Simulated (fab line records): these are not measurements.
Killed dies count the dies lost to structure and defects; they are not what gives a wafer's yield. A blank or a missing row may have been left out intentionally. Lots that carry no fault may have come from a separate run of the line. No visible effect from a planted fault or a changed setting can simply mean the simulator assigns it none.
A struck lot beside a sound one :: flow sky130 :: 14 out of 708 route steps
Sound: these wafers, L868.1, L868.2, L868.4. Struck: wafers L885.1, L885.3, L885.5. The cause comes at the end.
Each step with rows lists, per side, the tool, then ch with its chambers, then its first start. Under that, the readings that differ: sound wafers :: struck wafers :: difference of the means :: sigmas: that difference in standard deviations of wafers without a fault.
alike: words and numbers the same on both sides, and readings whose means are apart by under 2 such deviations; not compared: readings that were withheld, readings missing a value for some wafer, numbers with overlapping values and no deviation given by the record, and bounds like >300 which may hide the same value.
A row with sigmas, a row that says differs or no value, or rows on one side alone: a step with any of these is where the two part. Numbers that don't overlap but have no deviation are shown without sigmas and don't part them. A reading missing from all wafers of one side parts the sides only when that side holds two or more wafers.

first, 5 steps without rows for these wafers: SKY_SONOS_TUNNEL_COAT_02 (resist thk 1140 nm); SKY_SONOS_TUNNEL_SOFTBAKE_03 (time 60 s); SKY_SONOS_TUNNEL_EXPOSE_04 (exposes mask TUNM, target cd 410 nm); SKY_SONOS_TUNNEL_PEB_05; SKY_SONOS_TUNNEL_DEVELOP_06 (develop time 60 s).
SKY_SONOS_TUNNEL_CD_MEAS_07: the cd target is 410 nm.
  struck on cd_sem-02, day 17 04:14; sound on cd_sem-02, day 11 17:36
  alike: cd_nm
SKY_SONOS_TUNNEL_OVL_MEAS_08:
  struck on overlay-01, day 17 04:22; sound on overlay-01, day 11 17:43
  alike: SONOS_TUNNEL_OVL
then, 3 steps without rows for these wafers: SKY_SONOS_TUNNEL_IMPLANT_09; SKY_SONOS_TUNNEL_WET_ETCH_10 (etches SiO2 in dHF, target depth 14 nm, time 280 s); SKY_SONOS_TUNNEL_STRIP_11 (strips in SPM, time 600 s).
SKY_SONOS_TUNNEL_TW_MEAS_12:
  struck on film_metro-04, day 17 04:48; sound on film_metro-02, day 11 18:10
  alike: SONOS_TUNNEL_TW
then, 1 step without rows for these wafers: SKY_SONOS_TUNNEL_CLEAN_13 (cleans in dHF, time 20 s).
SKY_SONOS_ONO_OXIDATION_00: stabilise 600 s, purge 300 s, target thk 2.6 nm.
  struck on furnace-01, day 17 07:37; sound on furnace-02 ch 0, day 11 19:23
  no value came back on the struck wafers for ox_temp_c (C), ox_temp_c_max, zone_power_bottom_pct (%), zone_power_upper_pct (%); on the sound wafers ox_temp_c (C) reads 800.4 800.1 800.5
then, 1 step without rows for these wafers: SKY_SONOS_ONO_CVD_02 (deposits Si3N4 from DCS/NH3, target thk 10.5 nm, time 180 s).

## WHERE THEY PART
Only at SKY_SONOS_ONO_OXIDATION_00, within this record.

WHY: whatever the simulator had introduced
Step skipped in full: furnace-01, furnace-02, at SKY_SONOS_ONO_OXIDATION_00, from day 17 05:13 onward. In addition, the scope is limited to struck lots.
